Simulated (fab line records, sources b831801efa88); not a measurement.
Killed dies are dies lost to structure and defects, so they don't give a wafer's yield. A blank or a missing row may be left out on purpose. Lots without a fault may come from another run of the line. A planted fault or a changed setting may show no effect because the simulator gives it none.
fab line records | flow sky130
record lots=9 wafers=27 last_day=48
route steps=708 shown VT_ADJUST_LVTN@105 SONOS_TUNNEL@166 POLY_CUT@316 SD_P@328
lots that met no fault: from a run of the same line without faults
start_h: hours from the record's first day to the start of the lot's first wafer shown | wait_h: hours since the lot's step before | " the same as in the row above | L1.1+2: a row that stands for several wafers | - no value, or no start given | * or withheld: withheld | < > ~ a bound
route shown NAME@n: a module of which the file shows steps, and the number in the route of the first | usual: mean/standard deviation of fault-free wafers | same: alike in all rows | chamber/n: place in a boat | sites: the reading at each site | _std_site: their standard deviation | _edge_site: outer sites' mean less inner sites' | radius_mm: how far each site lies from the wafer's centre | mask NAME#n: copy n | behind: the tool/chamber that last shaped the wafer | hold: why the lot was held/for how many hours/how that ended | device: the transistor (n, p or np) that didn't switch | end of line: the same wafers' tests at the end of the route | a step without rows: its recipe alone | killed: dies lost to structure and defects at the first sort, not the wafer's yield | map: a wafer's dies, x killed, . not, _ none there
set.NAME: the setting as run; set.NAME@STEP: as run at that earlier step | model.NAME: the simulator's own value behind a step, which no gauge read
steps of the route over a sample of lots; a table a step, a row a wafer
services: from which hour (start_h, from the record's first day; less than 0 if before it) a tool's chamber was out of use, for how many hours, and why
## steps
# step SKY_VT_ADJUST_LVTN_IMPLANT_08
# recipe species=B energy_kev=30 dose_cm2=1.57e+12 tilt_deg=withheld
# usual end_station_pressure_torr=4.98e-06/2.6e-07 implant_ion_amu=11/0
# columns lot.wafer tool chamber start_h wait_h end_station_pressure_torr implant_ion_amu
L413.1 implanter-03 0 144.30 0.0 4.89e-06 11
L413.2 " 0 " " 4.68e-06 11
L413.5 " 0 " " 4.91e-06 11
L414.2 implanter-03 0 145.58 0.0 4.91e-06 11
L414.3 " 0 " " 4.72e-06 11
L414.6 " 0 " " 5.07e-06 11
L415.3 implanter-01 0 150.97 0.1 4.86e-06 11
L415.5 " 0 " " 5.11e-06 11
L415.6 " 0 " " 4.95e-06 11
L416.2 implanter-03 0 163.83 0.0 4.86e-06 11
L416.3 " 0 " " 5.18e-06 11
L416.5 " 0 " " 4.97e-06 11
L417.1 implanter-04 0 169.06 0.0 5.21e-06 11
L417.4 " 0 " " 4.63e-06 11
L417.6 " 0 " " 4.37e-06 11
L420.1 implanter-01 0 188.46 0.0 5.02e-06 11
L420.2 " 0 " " 4.67e-06 11
L420.3 " 0 " " 4.46e-06 11
L422.4 implanter-03 0 199.68 0.1 5.07e-06 11
L422.5 " 0 " " 4.83e-06 11
L422.6 " 0 " " 4.9e-06 11
L425.1 implanter-04 0 221.21 0.0 4.44e-06 49
L425.2 " 0 " " 4.93e-06 49
L425.5 " 0 " " 4.85e-06 49
L426.2 implanter-01 0 227.28 0.0 5.12e-06 49
L426.3 " 0 " " 4.5e-06 49
L426.5 " 0 " " 5.41e-06 49
# step SKY_VT_ADJUST_LVTN_TW_MEAS_10
# usual VT_ADJUST_LVTN_TW=241.2/1.3
# columns lot.wafer tool chamber start_h wait_h VT_ADJUST_LVTN_TW
L413.1 film_metro-02 - 144.55 0.1 243.0
L413.2 " - " " 241.7
L413.5 " - " " 242.7
L414.2 film_metro-02 - 145.81 0.1 240.8
L414.3 " - " " 241.0
L414.6 " - " " 242.5
L415.3 film_metro-04 - 151.19 0.1 239.7
L415.5 " - " " 239.2
L415.6 " - " " 240.4
L416.2 film_metro-03 - 164.06 0.1 240.4
L416.3 " - " " 240.5
L416.5 " - " " 241.9
L417.1 film_metro-03 - 169.31 0.1 243.1
L417.4 " - " " 242.1
L417.6 " - " " 243.6
L420.1 film_metro-03 - 188.71 0.1 241.9
L420.2 " - " " 242.7
L420.3 " - " " 243.1
L422.4 film_metro-04 - 199.88 0.1 242.4
L422.5 " - " " 242.6
L422.6 " - " " 242.4
L425.1 film_metro-02 - 221.46 0.1 375.7
L425.2 " - " " 375.0
L425.5 " - " " 374.4
L426.2 film_metro-04 - 227.52 0.1 374.1
L426.3 " - " " 373.2
L426.5 " - " " 373.7
# step SKY_SONOS_TUNNEL_TW_MEAS_12
# usual SONOS_TUNNEL_TW=197.5/0.85
# columns lot.wafer tool chamber start_h wait_h SONOS_TUNNEL_TW
L413.1 film_metro-04 - 252.42 0.0 195.9
L413.2 " - " " 196.3
L413.5 " - " " 196.1
L414.2 film_metro-04 - 253.42 0.0 198.1
L414.3 " - " " 197.4
L414.6 " - " " 196.4
L415.3 film_metro-04 - 261.14 0.0 196.4
L415.5 " - " " 196.3
L415.6 " - " " 196.1
L416.2 film_metro-02 - 275.62 0.0 198.3
L416.3 " - " " 197.5
L416.5 " - " " 198.6
L417.1 film_metro-04 - 283.80 0.0 196.6
L417.4 " - " " 196.4
L417.6 " - " " 196.5
L420.1 film_metro-03 - 305.28 0.0 197.1
L420.2 " - " " 198.9
L420.3 " - " " 197.4
L422.4 film_metro-03 - 318.46 0.0 197.4
L422.5 " - " " 197.4
L422.6 " - " " 196.8
L425.1 film_metro-02 - 343.45 0.0 198.7
L425.2 " - " " 199.8
L425.5 " - " " 198.6
L426.2 film_metro-03 - 350.06 0.0 198.1
L426.3 " - " " 198.9
L426.5 " - " " 197.0
# step SKY_POLY_CUT_OVL_MEAS_09
# usual POLY_CUT_OVL=0/5.1
# columns lot.wafer tool chamber start_h wait_h POLY_CUT_OVL[nm]
L413.1 overlay-02 - 554.46 0.1 -5
L413.2 " - " " 4
L413.5 " - " " -1
L414.2 overlay-01 - 560.80 0.1 -1
L414.3 " - " " 9
L414.6 " - " " 7
L415.3 overlay-01 - 572.66 0.1 1
L415.5 " - " " 0
L415.6 " - " " 6
L416.2 overlay-02 - 590.95 0.1 5
L416.3 " - " " 1
L416.5 " - " " 11
L417.1 overlay-01 - 599.95 0.1 4
L417.4 " - " " 3
L417.6 " - " " -1
L420.1 overlay-02 - 624.84 0.1 2
L420.2 " - " " 4
L420.3 " - " " 2
L422.4 overlay-02 - 635.52 0.1 -11
L422.5 " - " " -11
L422.6 " - " " -16
L425.1 overlay-01 - 659.65 0.1 0
L425.2 " - " " 0
L425.5 " - " " 1
L426.2 overlay-02 - 668.05 0.1 -8
L426.3 " - " " -5
L426.5 " - " " 1
# step SKY_SD_P_OVL_MEAS_08
# usual SD_P_OVL=0.1/1.2
# columns lot.wafer tool chamber start_h wait_h SD_P_OVL[nm]
L413.1 overlay-01 - 584.59 0.1 -1.6
L413.2 " - " " -2.0
L413.5 " - " " -1.9
L414.2 overlay-01 - 590.79 0.1 -1.3
L414.3 " - " " 0.0
L414.6 " - " " 0.7
L415.3 overlay-02 - 602.61 0.1 0.9
L415.5 " - " " 0.0
L415.6 " - " " 0.7
L416.2 overlay-01 - 620.45 0.1 0.0
L416.3 " - " " 0.0
L416.5 " - " " -2.1
L417.1 overlay-02 - 629.09 0.1 0.1
L417.4 " - " " 0.4
L417.6 " - " " -0.5
L420.1 overlay-02 - 652.95 0.1 -1.7
L420.2 " - " " -0.4
L420.3 " - " " 0.1
L422.4 overlay-01 - 664.35 0.1 0.7
L422.5 " - " " 0.0
L422.6 " - " " -0.3
L425.1 overlay-01 - 688.24 0.1 -0.8
L425.2 " - " " 1.8
L425.5 " - " " -0.1
L426.2 overlay-02 - 695.85 0.1 0.0
L426.3 " - " " 0.4
L426.5 " - " " 2.8
## services
# columns tool chamber start_h hours kind
implanter-04 - 143.47 16.1 pm
implanter-04 - 177.29 6.5 pm
implanter-03 - 204.08 2.4 repair
## key
first_sign step=SKY_VT_ADJUST_LVTN_IMPLANT_08 reading=implant_ion_amu direction=up sigmas=99+ usual=11 struck=49
effect step=SKY_VT_ADJUST_LVTN_TW_MEAS_10 reading=VT_ADJUST_LVTN_TW direction=up sigmas=99+ usual=241.2 struck=374.3
met_at SKY_VT_ADJUST_LVTN_IMPLANT_08
struck_lots L425,L426
tester_left_out L425,L426
not_acting_at SKY_SONOS_TUNNEL_TW_MEAS_12,SKY_POLY_CUT_OVL_MEAS_09,SKY_SD_P_OVL_MEAS_08
onset_between 188.46 221.21
fault kind=wrong_recipe_download tool=implanter-01,implanter-03,implanter-04 chamber=- onset_h=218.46 steps=SKY_VT_ADJUST_LVTN_IMPLANT_08 wrong_recipe.not_listed=1
# tester_left_out: of these lots the tester's yield and bins aren't shown, on N5 and GAA mostly nor the transistor test; their killed dies are dies lost to structure and defects alone, not to doping, threshold or leakage, so they don't give the yield
